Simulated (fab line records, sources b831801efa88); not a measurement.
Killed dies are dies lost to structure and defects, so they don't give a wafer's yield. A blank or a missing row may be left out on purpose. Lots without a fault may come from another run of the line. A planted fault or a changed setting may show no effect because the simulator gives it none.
fab line records | flow sky130
record lots=6 wafers=18 last_day=50
route steps=708 shown NWELL@63 PWDE@84 VT_ADJUST_HVTP@85 VT_ADJUST_LVTN@97 PAD_OPEN@708
lots that met no fault: from a run of the same line without faults
start_h: hours from the record's first day to the start of the lot's first wafer shown | wait_h: hours since the lot's step before | " the same as in the row above | L1.1+2: a row that stands for several wafers | - no value, or no start given | * or withheld: withheld | < > ~ a bound
route shown NAME@n: a module of which the file shows steps, and the number in the route of the first | usual: mean/standard deviation of fault-free wafers | same: alike in all rows | chamber/n: place in a boat | sites: the reading at each site | _std_site: their standard deviation | _edge_site: outer sites' mean less inner sites' | radius_mm: how far each site lies from the wafer's centre | mask NAME#n: copy n | behind: the tool/chamber that last shaped the wafer | hold: why the lot was held/for how many hours/how that ended | device: the transistor (n, p or np) that didn't switch | end of line: the same wafers' tests at the end of the route | a step without rows: its recipe alone | killed: dies lost to structure and defects at the first sort, not the wafer's yield | map: a wafer's dies, x killed, . not, _ none there
set.NAME: the setting as run; set.NAME@STEP: as run at that earlier step | model.NAME: the simulator's own value behind a step, which no gauge read
lots at some steps of the route; a table a step, a row a wafer
services: from which hour (start_h, from the record's first day; less than 0 if before it) a tool's chamber was out of use, for how many hours, and why
## steps
# step SKY_NWELL_OVL_MEAS_10
# usual NWELL_00_OVL=-0.1/1.5
# columns lot.wafer tool chamber start_h wait_h NWELL_00_OVL[nm]
L526.1 overlay-01 - 99.45 - 0.1
L526.3 " - " " 2.4
L526.5 " - " " -0.6
L529.2 overlay-02 - 124.31 - -0.7
L529.3 " - " " 1.0
L529.4 " - " " 1.8
L527.2 overlay-02 - 125.19 - 1.4
L527.3 " - " " -0.9
L527.4 " - " " -1.0
L530.1 overlay-02 - 131.75 - -0.3
L530.4 " - " " -1.9
L530.6 " - " " -0.5
L545.3 overlay-02 - 214.65 - -0.8
L545.4 " - " " -0.1
L545.6 " - " " -2.3
L546.1 overlay-02 - 220.49 - -1.3
L546.2 " - " " -1.5
L546.4 " - " " -0.8
# step SKY_NWELL_IMPLANT_11
# recipe species=P energy_kev=400 dose_cm2=1.9e+13 tilt_deg=withheld
# step SKY_NWELL_IMPLANT_12
# recipe species=P energy_kev=120 dose_cm2=1.3e+12 tilt_deg=withheld
# step SKY_NWELL_IMPLANT_13
# recipe species=P energy_kev=50 dose_cm2=7e+11 tilt_deg=withheld
# step SKY_NWELL_STRIP_14
# recipe chemistry=O2/N2 power_w=1400 pressure_mtorr=1500 platen_temp_c=withheld o2_flow_sccm=3000 n2_flow_sccm=300 overash_fraction=0.5
# usual drypump_motor_current_A=5.7/0.49 o2_flow_sccm=3000/8.3 oes_product_au=0.722/0.0046 strip_time_to_endpoint_s=36.97/0.081
# columns lot.wafer tool chamber start_h wait_h drypump_motor_current_A o2_flow_sccm oes_product_au rf_hours_counter_h strip_time_to_endpoint_s
L526.1 plasma_asher-01 1 99.94 0.1 6.3 2999 0.717 30 37.05
L526.3 " 1 " " 6.3 2999 0.722 - 37.02
L526.5 " 1 " " 6.3 3002 0.719 - 37.03
L529.2 plasma_asher-02 0 124.79 0.1 4.9 2999 0.728 42 36.98
L529.3 " 1 " " 5.7 2996 0.721 - 36.96
L529.4 " 0 " " 4.8 2991 0.719 - 37.01
L527.2 plasma_asher-01 1 125.67 0.1 6.3 3003 0.722 33 36.96
L527.3 " 0 " " 6.2 3017 0.723 - 36.99
L527.4 " 1 " " 6.3 2994 0.723 - 37.04
L530.1 plasma_asher-04 0 132.24 0.1 5.4 3008 0.728 46 37.00
L530.4 " 1 " " 5.6 2994 0.714 - 37.03
L530.6 " 0 " " 5.4 2990 0.723 - 36.99
L545.3 plasma_asher-04 0 215.16 0.1 5.4 3012 0.711 - 37.00
L545.4 " 1 " " 5.6 3000 0.717 - 37.01
L545.6 " 0 " " 5.4 3008 0.719 - 36.98
L546.1 plasma_asher-04 1 220.97 0.1 5.6 3010 0.719 55 36.97
L546.2 " 0 " " 5.4 2996 0.726 55 37.04
L546.4 " 0 " " 5.4 2987 0.719 - 37.02
# step SKY_NWELL_TW_MEAS_15
# usual NWELL_TW=1816/12
# columns lot.wafer tool chamber start_h wait_h NWELL_TW
L526.1 film_metro-02 - 100.04 0.1 1810
L526.3 " - " " 1803
L526.5 " - " " 1797
L529.2 film_metro-04 - 124.90 0.1 1813
L529.3 " - " " 1815
L529.4 " - " " 1813
L527.2 film_metro-02 - 125.78 0.1 1807
L527.3 " - " " 1804
L527.4 " - " " 1814
L530.1 film_metro-04 - 132.34 0.1 1823
L530.4 " - " " 1823
L530.6 " - " " 1812
L545.3 film_metro-03 - 215.24 0.1 1806
L545.4 " - " " 1815
L545.6 " - " " 1812
L546.1 film_metro-04 - 221.07 0.1 1827
L546.2 " - " " 1837
L546.4 " - " " 1825
# step SKY_NWELL_DEHYDRATE_16
# recipe temp_c=200 time_s=60
# step SKY_NWELL_HMDS_17
# recipe prime_time_s=60 prime_temp_c=120
# step SKY_NWELL_COAT_18
# recipe spin_rpm=2000 resist_thk_nm=3000
# step SKY_NWELL_SOFTBAKE_19
# recipe temp_c=110 time_s=withheld
# step SKY_NWELL_EXPOSE_20
# recipe mask_id=NWM_COMPLEMENT na=0.6 source_shape=conventional sigma_outer=0.6 polarization=unpolarized target_cd_nm=840 dose_mj=260
# step SKY_NWELL_PEB_21
# recipe temp_c=115 time_s=withheld
# step SKY_NWELL_DEVELOP_22
# recipe wall_angle_deg=90 developer=TMAH develop_time_s=60 dev_temp_c=23
# usual chill_plate_temp_C=23.01/0.11
# columns lot.wafer tool chamber start_h wait_h chill_plate_temp_C
L526.1 litho_track-01 0 117 - 22.94
L526.3 " 0 " " 23.07
L526.5 " 0 " " 22.94
L529.2 litho_track-03 0 143 - 22.99
L529.3 " 0 " " 23.09
L529.4 " 0 " " 23.14
L527.2 litho_track-04 0 144 - 22.96
L527.3 " 0 " " 22.92
L527.4 " 0 " " 22.91
L530.1 litho_track-04 0 150 - 22.97
L530.4 " 0 " " 23.13
L530.6 " 0 " " 22.97
L545.3 litho_track-04 0 237 - 22.97
L545.4 " 0 " " 23.05
L545.6 " 0 " " 23.13
L546.1 litho_track-01 0 243 - 22.89
L546.2 " 0 " " 23.00
L546.4 " 0 " " 23.15
# step SKY_NWELL_OVL_MEAS_23
# usual NWELL_01_OVL=-1.2/1.2
# columns lot.wafer tool chamber start_h wait_h NWELL_01_OVL[nm]
L526.1 overlay-01 - 117.44 - -1.4
L526.3 " - " " -3.3
L526.5 " - " " -2.1
L529.2 overlay-01 - 143.88 - -1.9
L529.3 " - " " -1.5
L529.4 " - " " -2.4
L527.2 overlay-02 - 145.01 - -1.8
L527.3 " - " " -1.6
L527.4 " - " " 1.5
L530.1 overlay-02 - 150.95 - 0.1
L530.4 " - " " 0.3
L530.6 " - " " -0.6
L545.3 overlay-02 - 237.16 - -0.2
L545.4 " - " " -1.0
L545.6 " - " " -1.1
L546.1 overlay-01 - 243.19 - -1.8
L546.2 " - " " -1.7
L546.4 " - " " -0.8
# step SKY_NWELL_IMPLANT_24
# recipe species=B energy_kev=140 dose_cm2=9.2e+12 tilt_deg=withheld
# step SKY_NWELL_STRIP_25
# recipe chemistry=O2/N2 power_w=1400 pressure_mtorr=1500 platen_temp_c=withheld o2_flow_sccm=3000 n2_flow_sccm=300 overash_fraction=0.5
# usual drypump_motor_current_A=5.6/0.44 o2_flow_sccm=3000/8.4 oes_product_au=0.722/0.0044 strip_time_to_endpoint_s=36.95/0.089
# columns lot.wafer tool chamber start_h wait_h drypump_motor_current_A o2_flow_sccm oes_product_au rf_hours_counter_h strip_time_to_endpoint_s
L526.1 plasma_asher-02 0 117.62 0.1 4.9 2991 0.724 42 37.11
L526.3 " 0 " " 4.8 2998 0.724 - 37.08
L526.5 " 0 " " 4.9 3004 0.719 - 36.99
L529.2 plasma_asher-04 1 144.06 0.1 5.6 3002 0.715 47 36.98
L529.3 " 0 " " 5.4 2993 0.726 - 36.94
L529.4 " 1 " " 5.6 2998 0.719 - 37.01
L527.2 plasma_asher-04 1 145.19 0.1 5.6 3006 0.724 47 36.91
L527.3 " 1 " " 5.6 3006 0.719 - 36.86
L527.4 " 0 " " 5.4 2997 0.726 - 36.80
L530.1 plasma_asher-04 0 151.14 0.1 5.4 2996 0.718 48 36.93
L530.4 " 1 " " 5.6 3011 0.725 - 36.92
L530.6 " 1 " " 5.6 3018 0.727 - 36.86
L545.3 plasma_asher-04 1 237.37 0.1 5.6 3001 0.720 - 36.92
L545.4 " 0 " " 5.4 3007 0.718 - 36.95
L545.6 " 1 " " 5.6 3001 0.724 - 36.98
L546.1 plasma_asher-01 0 243.37 0.1 6.2 2988 0.718 45 36.93
L546.2 " 1 " " 6.4 3014 0.719 45 36.93
L546.4 " 1 " " 6.4 3000 0.727 - 37.06
# step SKY_NWELL_TW_MEAS_26
# usual NWELL_2_TW=494.1/2.7
# columns lot.wafer tool chamber start_h wait_h NWELL_2_TW
L526.1 film_metro-03 - 117.72 0.1 492.1
L526.3 " - " " 487.8
L526.5 " - " " 491.1
L529.2 film_metro-04 - 144.17 0.1 497.9
L529.3 " - " " 495.9
L529.4 " - " " 494.0
L527.2 film_metro-04 - 145.30 0.1 497.2
L527.3 " - " " 494.6
L527.4 " - " " 491.7
L530.1 film_metro-04 - 151.23 0.1 495.3
L530.4 " - " " 494.7
L530.6 " - " " 494.9
L545.3 film_metro-04 - 237.45 0.1 497.9
L545.4 " - " " 494.7
L545.6 " - " " 495.2
L546.1 film_metro-02 - 243.47 0.1 493.4
L546.2 " - " " 491.8
L546.4 " - " " 494.2
# step SKY_NWELL_CLEAN_27
# recipe chemistry=SC1/SC2 mix=1:4:20 temp_c=70 time_s=150 dry=n2_spin
# step SKY_NWELL_RTA_28
# recipe temp_c=1050 time_s=30 idle_temp_c=650 ramp_up_c_per_s=150 ramp_down_c_per_s=90 ambient=N2
# usual anneal_temp_c_max=1055.7/1.8 lamp_power_pct=25.30/0.051 ramp_up_c_per_s=150.00/0.026 wafer_temp_C_max=1054.9/0.99
# same time_s=30
# columns lot.wafer tool chamber start_h wait_h anneal_temp_c_max lamp_power_pct ramp_up_c_per_s wafer_temp_C_max
L526.1 rtp_anneal-01 0 117.83 0.0 1055.2 25.23 150.01 1054.3
L526.3 " 0 " " 1055.1 25.28 150.02 1054.9
L526.5 " 0 " " 1054.3 25.23 149.97 1054.6
L529.2 rtp_anneal-02 0 144.29 0.0 1054.3 25.29 149.97 1055.3
L529.3 " 0 " " 1053.6 25.32 150.04 1056.6
L529.4 " 0 " " 1055.5 25.19 149.97 1054.5
L527.2 rtp_anneal-01 0 145.41 0.0 1057.0 25.28 150.00 1055.2
L527.3 " 0 " " 1056.2 25.28 149.97 1054.3
L527.4 " 0 " " 1057.9 25.31 149.98 1055.8
L530.1 rtp_anneal-01 0 151.34 0.0 1056.1 25.27 150.00 1053.4
L530.4 " 0 " " 1056.6 25.34 149.99 1054.2
L530.6 " 0 " " 1054.9 25.29 149.98 1056.0
L545.3 rtp_anneal-02 0 237.63 0.0 1054.4 25.30 149.99 1055.1
L545.4 " 0 " " 1054.0 25.40 149.97 1053.6
L545.6 " 0 " " 1054.3 25.26 149.99 1053.4
L546.1 rtp_anneal-01 0 243.58 0.0 1056.1 25.25 149.99 1052.7
L546.2 " 0 " " 1056.4 25.32 149.99 1053.9
L546.4 " 0 " " 1060.4 25.35 150.03 1055.4
# step SKY_NWELL_RS_MEAS_29
# recipe thk_meas_gauge=four-point-probe
# usual NWELL_RS=624.4/1.6
# columns lot.wafer tool chamber start_h wait_h NWELL_RS[ohm/sq]
L526.1 film_metro-04 - 117.93 0.1 625.9
L526.3 " - " " 628.0
L526.5 " - " " 625.3
L529.2 film_metro-04 - 144.39 0.1 626.1
L529.3 " - " " 625.8
L529.4 " - " " 625.7
L527.2 film_metro-02 - 145.52 0.1 619.7
L527.3 " - " " 620.1
L527.4 " - " " 621.6
L530.1 film_metro-02 - 151.45 0.1 622.4
L530.4 " - " " 621.2
L530.6 " - " " 623.4
L545.3 film_metro-03 - 237.73 0.1 624.9
L545.4 " - " " 625.1
L545.6 " - " " 622.9
L546.1 film_metro-04 - 243.68 0.1 624.4
L546.2 " - " " 623.1
L546.4 " - " " 624.9
# step SKY_NWELL_RS_MEAS_31
# recipe thk_meas_gauge=four-point-probe
# usual PWDE_RS=5277/19
# columns lot.wafer tool chamber start_h wait_h PWDE_RS[ohm/sq]
L526.1 film_metro-04 - 118.17 0.1 5270
L526.3 " - " " 5283
L526.5 " - " " 5296
L529.2 film_metro-04 - 144.63 0.1 5277
L529.3 " - " " 5291
L529.4 " - " " 5284
L527.2 film_metro-02 - 145.76 0.1 5268
L527.3 " - " " 5238
L527.4 " - " " 5266
L530.1 film_metro-02 - 151.69 0.1 5229
L530.4 " - " " 5269
L530.6 " - " " 5265
L545.3 film_metro-03 - 237.97 0.1 5276
L545.4 " - " " 5258
L545.6 " - " " 5264
L546.1 film_metro-04 - 243.92 0.1 5306
L546.2 " - " " 5319
L546.4 " - " " 5285
# step SKY_VT_ADJUST_HVTP_DEHYDRATE_00
# recipe temp_c=200 time_s=60
# step SKY_VT_ADJUST_HVTP_HMDS_01
# recipe prime_time_s=60 prime_temp_c=120
# step SKY_VT_ADJUST_HVTP_COAT_02
# recipe resist=NOVOLAK spin_rpm=3000 resist_thk_nm=1140
# step SKY_VT_ADJUST_HVTP_SOFTBAKE_03
# recipe temp_c=90 time_s=60 resist=NOVOLAK
# step SKY_VT_ADJUST_HVTP_EXPOSE_04
# recipe mask_id=HVTPM na=0.6 source_shape=conventional sigma_outer=0.6 polarization=unpolarized target_cd_nm=380 dose_mj=140
# step SKY_VT_ADJUST_HVTP_PEB_05
# recipe temp_c=withheld time_s=* resist=NOVOLAK
# step SKY_VT_ADJUST_HVTP_DEVELOP_06
# recipe resist=NOVOLAK developer=TMAH develop_time_s=60 dev_temp_c=23
# step SKY_VT_ADJUST_HVTP_CD_MEAS_07
# recipe target_cd_nm=380
# usual cd_nm=380.0/2.8
# columns lot.wafer tool chamber start_h wait_h cd_nm
L526.1 cd_sem-01 - 137.16 0.1 376.0
L526.3 " - " " 378.4
L526.5 " - " " 379.8
L529.2 cd_sem-01 - 164.57 0.1 380.0
L529.3 " - " " 378.7
L529.4 " - " " 379.4
L527.2 cd_sem-02 - 164.76 0.1 380.5
L527.3 " - " " 378.2
L527.4 " - " " 379.1
L530.1 cd_sem-01 - 171.76 0.1 383.0
L530.4 " - " " 384.6
L530.6 " - " " 382.2
L545.3 cd_sem-01 - 260.89 0.1 377.5
L545.4 " - " " 375.8
L545.6 " - " " 377.0
L546.1 cd_sem-01 - 267.60 0.1 384.5
L546.2 " - " " 381.5
L546.4 " - " " 382.0
# step SKY_VT_ADJUST_HVTP_OVL_MEAS_08
# usual VT_ADJUST_HVTP_OVL=0.7/1.3
# columns lot.wafer tool chamber start_h wait_h VT_ADJUST_HVTP_OVL[nm]
L526.1 overlay-02 - 137.28 0.1 -0.4
L526.3 " - " " 1.1
L526.5 " - " " -0.6
L529.2 overlay-01 - 164.68 0.1 1.4
L529.3 " - " " 0.9
L529.4 " - " " -0.1
L527.2 overlay-02 - 164.86 0.1 0.3
L527.3 " - " " 3.3
L527.4 " - " " 3.8
L530.1 overlay-01 - 171.88 0.1 0.7
L530.4 " - " " 0.9
L530.6 " - " " 0.5
L545.3 overlay-01 - 260.98 0.1 0.8
L545.4 " - " " -3.0
L545.6 " - " " -1.2
L546.1 overlay-01 - 267.72 0.1 3.6
L546.2 " - " " 1.3
L546.4 " - " " 3.1
# step SKY_VT_ADJUST_HVTP_IMPLANT_09
# recipe species=As energy_kev=150 dose_cm2=4.3e+12 tilt_deg=withheld
# step SKY_VT_ADJUST_HVTP_STRIP_10
# recipe chemistry=O2/N2 power_w=1400 pressure_mtorr=1500 platen_temp_c=withheld o2_flow_sccm=3000 n2_flow_sccm=300 overash_fraction=0.5
# usual drypump_motor_current_A=5.9/0.36 o2_flow_sccm=3000/13 oes_product_au=0.715/0.0046 strip_time_to_endpoint_s=14.19/0.041
# columns lot.wafer tool chamber start_h wait_h drypump_motor_current_A o2_flow_sccm oes_product_au rf_hours_counter_h strip_time_to_endpoint_s
L526.1 plasma_asher-04 0 137.46 0.1 5.4 3015 0.718 47 14.12
L526.3 " 0 " " 5.4 2990 0.719 - 14.17
L526.5 " 0 " " 5.5 3007 0.709 - 14.15
L529.2 plasma_asher-01 0 164.86 0.1 6.2 3008 0.712 37 14.16
L529.3 " 0 " " 6.2 3002 0.717 - 14.16
L529.4 " 1 " " 6.3 2997 0.704 - 14.19
L527.2 plasma_asher-04 0 165.04 0.1 5.4 3004 0.716 50 14.15
L527.3 " 1 " " 5.6 3009 0.707 - 14.20
L527.4 " 0 " " 5.4 2994 0.716 - 14.20
L530.1 plasma_asher-03 1 172.06 0.1 5.7 3005 0.714 5 14.23
L530.4 " 1 " " 5.8 3001 0.709 - 14.25
L530.6 " 0 " " 6.0 3009 0.712 - 14.22
L545.3 plasma_asher-04 1 261.19 0.1 5.6 2991 0.714 - 14.22
L545.4 " 0 " " 5.4 2993 0.718 - 14.26
L545.6 " 0 " " 5.4 2994 0.711 - 14.25
L546.1 plasma_asher-03 1 267.90 0.1 5.7 2990 0.718 14 14.21
L546.2 " 0 " " 6.0 3005 0.707 14 14.26
L546.4 " 1 " " 5.7 3000 0.717 - 14.18
# step SKY_VT_ADJUST_HVTP_TW_MEAS_11
# usual VT_ADJUST_HVTP_TW=1355/11
# columns lot.wafer tool chamber start_h wait_h VT_ADJUST_HVTP_TW
L526.1 film_metro-03 - 137.56 0.1 1345
L526.3 " - " " 1347
L526.5 " - " " 1346
L529.2 film_metro-04 - 164.97 0.1 1351
L529.3 " - " " 1352
L529.4 " - " " 1353
L527.2 film_metro-04 - 165.15 0.1 1350
L527.3 " - " " 1351
L527.4 " - " " 1353
L530.1 film_metro-03 - 172.16 0.1 1333
L530.4 " - " " 1339
L530.6 " - " " 1342
L545.3 film_metro-04 - 261.27 0.1 1352
L545.4 " - " " 1361
L545.6 " - " " 1355
L546.1 film_metro-04 - 268.00 0.1 1364
L546.2 " - " " 1364
L546.4 " - " " 1363
# step SKY_VT_ADJUST_LVTN_DEHYDRATE_00
# recipe temp_c=200 time_s=60
# step SKY_VT_ADJUST_LVTN_HMDS_01
# recipe prime_time_s=60 prime_temp_c=120
# step SKY_VT_ADJUST_LVTN_COAT_02
# recipe spin_rpm=2000 resist_thk_nm=3000
# step SKY_VT_ADJUST_LVTN_SOFTBAKE_03
# recipe temp_c=110 time_s=withheld
# step SKY_VT_ADJUST_LVTN_EXPOSE_04
# recipe mask_id=NWM_COMPLEMENT_LESS_NATIVE na=0.6 source_shape=conventional sigma_outer=0.6 polarization=unpolarized target_cd_nm=840 dose_mj=194
# step SKY_VT_ADJUST_LVTN_PEB_05
# recipe temp_c=115 time_s=withheld
# step SKY_VT_ADJUST_LVTN_DEVELOP_06
# recipe wall_angle_deg=90 developer=TMAH develop_time_s=60 dev_temp_c=23
# step SKY_VT_ADJUST_LVTN_OVL_MEAS_07
# usual VT_ADJUST_LVTN_OVL=-0.4/1.3
# columns lot.wafer tool chamber start_h wait_h VT_ADJUST_LVTN_OVL[nm]
L526.1 overlay-01 - 157.33 - -0.4
L526.3 " - " " -0.7
L526.5 " - " " -1.1
L529.2 overlay-02 - 185.30 - -1.2
L529.3 " - " " -1.6
L529.4 " - " " -2.5
L527.2 overlay-02 - 185.58 - -1.7
L527.3 " - " " 0.4
L527.4 " - " " -1.2
L530.1 overlay-02 - 194.08 - 0.9
L530.4 " - " " -0.4
L530.6 " - " " 1.2
L545.3 overlay-02 - 285.74 - -1.2
L545.4 " - " " -0.2
L545.6 " - " " -0.5
L546.1 overlay-01 - 292.36 - 0.7
L546.2 " - " " -2.0
L546.4 " - " " 0.7
# step SKY_PAD_OPEN_PROBE_99
# usual killed_at_M0_to_M3=42/7.4 killed_at_M4_up=3.3/2.1 killed_at_contacts=24/5.3 killed_at_front_end=15/4.5 killed_at_other=0.3/0.57 killed_dies=84/10 killed_on_rim=17/3.8 killed_open=46/7.5 killed_short=38/6.4
# same gross_dies=492 killed_at_back_side=0
# columns lot.wafer tool chamber start_h wait_h killed_at_M0_to_M3 killed_at_M4_up killed_at_contacts killed_at_front_end killed_at_other killed_dies killed_on_rim killed_open killed_short model.etest.pfet_16v.r_on_ohm_um model.etest.nfet_16v.r_on_ohm_um model.etest.res_iso_pwell.width_nm model.etest.res_nwell.line_ohm_um model.etest.res_nwell.width_nm model.etest.pfet_16v.drive_ua_um model.etest.nfet_16v.drive_ua_um model.etest.iso_nwell_nwell.leak_log10_a_um
L526.1 prober-01 - 1091.25 0.1 42 4 31 24 0 101 24 55 46 1.502e+04 1.427e+04 2651 1095 832.1 249.8 219.8 -13.39
L526.3 prober-01 - 1091.35 0.2 39 0 25 8 0 72 18 41 31 1.456e+04 1.413e+04 2650 1083 829.4 257.5 223 -13.57
L526.5 prober-01 - 1091.45 0.2 40 3 21 12 1 77 18 44 33 1.471e+04 1.419e+04 2650 1078 828.7 253.6 224 -13.4
L529.2 prober-02 - 1115.08 0.1 45 1 29 5 0 80 15 50 29 1.522e+04 1.403e+04 2652 1146 836.5 244.2 222.1 -13.75
L529.3 prober-02 - 1115.13 0.2 23 3 25 6 0 57 14 35 22 1.543e+04 1.414e+04 2647 1167 839.4 241.4 219.7 -13.54
L529.4 prober-02 - 1115.18 0.2 41 5 22 13 0 81 28 39 42 1.507e+04 1.402e+04 2660 1134 833.4 246.3 223.6 -13.68
L527.2 prober-02 - 1119.14 0.1 49 7 24 14 2 96 16 53 43 1.599e+04 1.335e+04 2493 1037 892.4 227.1 230.5 -13.2
L527.3 prober-02 - 1119.19 0.2 52 3 21 13 0 89 14 41 48 1.586e+04 1.323e+04 2487 1026 893.8 225.8 233.4 -12.83
L527.4 prober-02 - 1119.24 0.2 36 4 27 15 0 82 12 44 37 1.605e+04 1.334e+04 2504 1027 894.9 226.3 226.6 -12.83
L530.1 prober-01 - 1123.65 0.1 45 6 18 15 0 84 19 50 34 1.658e+04 1.318e+04 2496 1079 898.4 215.9 236 -13.61
L530.4 prober-01 - 1123.80 0.2 38 4 23 18 0 83 14 51 32 1.64e+04 1.313e+04 2484 1080 900.3 216.1 234.4 -13.8
L530.6 prober-01 - 1123.90 0.2 38 3 29 16 0 86 15 40 46 1.639e+04 1.311e+04 2504 1094 894.1 217.4 235.1 -13.73
L545.3 prober-01 - 1196.18 0.2 40 1 24 4 0 69 7 47 22 1.488e+04 1.423e+04 2651 1098 832.8 251.4 222.5 -13.6
L545.4 prober-01 - 1196.23 0.2 35 2 18 11 0 66 14 36 30 1.488e+04 1.414e+04 2640 1114 829.8 249.4 220.7 -13.42
L545.6 prober-01 - 1196.33 0.2 38 5 21 15 0 79 15 37 42 1.502e+04 1.402e+04 2648 1094 835.6 252.2 224.5 -13.46
L546.1 prober-02 - 1199.05 0.1 51 4 31 15 0 101 18 67 34 1.538e+04 1.412e+04 2628 1113 851.9 243.3 217.8 -13.54
L546.2 prober-02 - 1199.10 0.1 49 2 16 19 0 86 13 47 38 1.592e+04 1.412e+04 2631 1166 856 236.6 214.4 -13.6
L546.4 prober-02 - 1199.20 0.2 45 3 19 16 0 83 15 47 36 1.525e+04 1.4e+04 2643 1111 851.1 246 219.8 -13.57
# killed by level:class
L526.1 CONTACT:geometric_particle:open=11 LI_CONTACT:geometric_particle:open=8 VIA1:geometric_particle:open=8 POLY_GATE:geometric_particle:short=6 VIA2:geometric_particle:short=6 VIA3:geometric_particle:open=6 FIELD_ISO:geometric_particle:open=5 CONTACT:geometric_particle:short=5
L526.3 VIA1:geometric_particle:open=11 VIA3:geometric_particle:open=7 CONTACT:geometric_particle:open=7 LI_CONTACT:geometric_particle:open=6 CONTACT:geometric_particle:short=6 METAL2:geometric_particle:short=5 LOCAL_INTERCONNECT:geometric_particle:short=4 METAL1:geometric_particle:short=4
L526.5 VIA1:geometric_particle:open=10 LI_CONTACT:geometric_particle:open=7 CONTACT:geometric_particle:short=7 CONTACT:geometric_particle:open=7 VIA3:geometric_particle:open=5 VIA1:geometric_particle:short=5 VIA3:geometric_particle:short=4 METAL1:geometric_particle:short=4
L529.2 VIA1:geometric_particle:open=12 VIA2:geometric_particle:open=12 CONTACT:geometric_particle:open=11 METAL2:geometric_particle:short=7 VIA3:geometric_particle:open=6 CONTACT:geometric_particle:short=5 LI_CONTACT:geometric_particle:open=4 LOCAL_INTERCONNECT:geometric_particle:short=4
L529.3 LI_CONTACT:geometric_particle:open=12 CONTACT:geometric_particle:open=10 METAL2:geometric_particle:short=4 POLY_GATE:geometric_particle:open=3 METAL1:geometric_particle:short=3 VIA1:geometric_particle:open=3 METAL3:geometric_particle:short=3 VIA3:geometric_particle:open=3
L529.4 VIA2:geometric_particle:open=11 VIA1:geometric_particle:open=10 CONTACT:geometric_particle:short=9 METAL1:geometric_particle:short=5 METAL4:geometric_particle:short=5 LI_CONTACT:geometric_particle:open=4 CONTACT:geometric_particle:open=4 VIA2:geometric_particle:short=4
L527.2 VIA1:geometric_particle:open=13 VIA2:geometric_particle:open=10 CONTACT:geometric_particle:open=7 LI_CONTACT:geometric_particle:short=6 METAL2:geometric_particle:short=6 METAL4:geometric_particle:short=6 LI_CONTACT:geometric_particle:open=5 VIA3:geometric_particle:open=4
L527.3 METAL1:geometric_particle:short=10 VIA1:geometric_particle:open=8 CONTACT:geometric_particle:open=7 VIA2:geometric_particle:open=7 VIA1:geometric_particle:short=6 VIA3:geometric_particle:open=6 VIA3:geometric_particle:short=6 LOCAL_INTERCONNECT:geometric_particle:short=5
L527.4 CONTACT:geometric_particle:open=10 VIA1:geometric_particle:open=8 LOCAL_INTERCONNECT:geometric_particle:short=6 METAL1:geometric_particle:short=6 POLY_GATE:geometric_particle:open=5 LI_CONTACT:geometric_particle:open=5 VIA1:geometric_particle:short=4 CONTACT:geometric_particle:short=4
L530.1 VIA1:geometric_particle:open=11 CONTACT:geometric_particle:open=10 VIA2:geometric_particle:open=8 VIA2:geometric_particle:short=7 VIA3:geometric_particle:open=5 FIELD_ISO:geometric_particle:open=3 SONOS_ONO:geometric_particle:open=3 POLY_GATE:geometric_particle:short=3
L530.4 CONTACT:geometric_particle:open=9 VIA3:geometric_particle:open=8 VIA1:geometric_particle:open=6 POLY_GATE:geometric_particle:open=6 VIA2:geometric_particle:open=6 FIELD_ISO:geometric_particle:open=5 LOCAL_INTERCONNECT:geometric_particle:short=5 CONTACT:geometric_particle:short=5
L530.6 CONTACT:geometric_particle:open=12 VIA1:geometric_particle:open=7 LOCAL_INTERCONNECT:geometric_particle:short=6 VIA2:geometric_particle:open=6 FIELD_ISO:geometric_particle:short=5 POLY_GATE:geometric_particle:short=5 LI_CONTACT:geometric_particle:short=5 VIA1:geometric_particle:short=5
L545.3 VIA1:geometric_particle:open=13 LI_CONTACT:geometric_particle:open=9 CONTACT:geometric_particle:open=6 VIA2:geometric_particle:open=6 VIA3:geometric_particle:open=6 METAL2:geometric_particle:short=5 CONTACT:geometric_particle:short=3 METAL1:geometric_particle:short=3
L545.4 VIA1:geometric_particle:open=11 METAL2:geometric_particle:short=6 FIELD_ISO:geometric_particle:short=4 LI_CONTACT:geometric_particle:open=4 CONTACT:geometric_particle:open=4 METAL1:geometric_particle:short=4 VIA2:geometric_particle:open=4 VIA3:geometric_particle:open=4
L545.6 VIA1:geometric_particle:open=11 METAL1:geometric_particle:short=8 CONTACT:geometric_particle:open=6 LOCAL_INTERCONNECT:geometric_particle:short=6 CONTACT:geometric_particle:short=6 POLY_GATE:geometric_particle:short=5 METAL2:geometric_particle:short=5 VIA3:geometric_particle:open=5
L546.1 CONTACT:geometric_particle:open=21 VIA1:geometric_particle:open=13 VIA1:geometric_particle:short=7 VIA2:geometric_particle:open=7 FIELD_ISO:geometric_particle:open=6 LI_CONTACT:geometric_particle:open=5 VIA3:geometric_particle:open=5 METAL1:geometric_particle:open=4
L546.2 VIA1:geometric_particle:open=10 VIA3:geometric_particle:open=10 METAL1:geometric_particle:short=8 FIELD_ISO:geometric_particle:open=6 VIA2:geometric_particle:open=6 VIA3:geometric_particle:short=6 FIELD_ISO:geometric_particle:short=5 LI_CONTACT:geometric_particle:open=5
L546.4 CONTACT:geometric_particle:open=11 VIA3:geometric_particle:open=10 POLY_GATE:geometric_particle:short=7 VIA1:geometric_particle:short=6 VIA2:geometric_particle:open=6 METAL1:geometric_particle:short=5 LI_CONTACT:geometric_particle:open=4 VIA1:geometric_particle:open=4
## services
# columns tool chamber start_h hours kind
plasma_asher-01 - 78.47 1.4 repair
plasma_asher-04 - 91.42 2.5 repair
plasma_asher-03 - 108.75 9.0 pm
plasma_asher-03 0 108.75 9.0 vent_cycle
plasma_asher-03 1 108.75 9.0 vent_cycle
plasma_asher-03 0 117.75 - clean
plasma_asher-03 1 117.75 - clean
rtp_anneal-02 - 149.54 4.2 pm
plasma_asher-03 - 151.97 6.0 repair
## key
first_sign none at tools or gauges
model_effect step=SKY_PAD_OPEN_PROBE_99 value=etest.pfet_16v.r_on_ohm_um without=1.494e+04 struck=1.621e+04
met_at SKY_NWELL_DEVELOP_22
struck_wafers L527.2,L527.3,L527.4,L530.1,L530.4,L530.6
tester_left_out L527,L530
fault kind=process_parameter_drift tool=litho_track-04 chamber=- onset_h=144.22 steps=SKY_NWELL_DEVELOP_22 channel=develop_time_s offset=* shape=step end_h=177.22 acts_in=* stated=*
# tester_left_out: of these lots the tester's yield and bins aren't shown, on N5 and GAA mostly nor the transistor test; their killed dies are dies lost to structure and defects alone, not to doping, threshold or leakage, so they don't give the yield
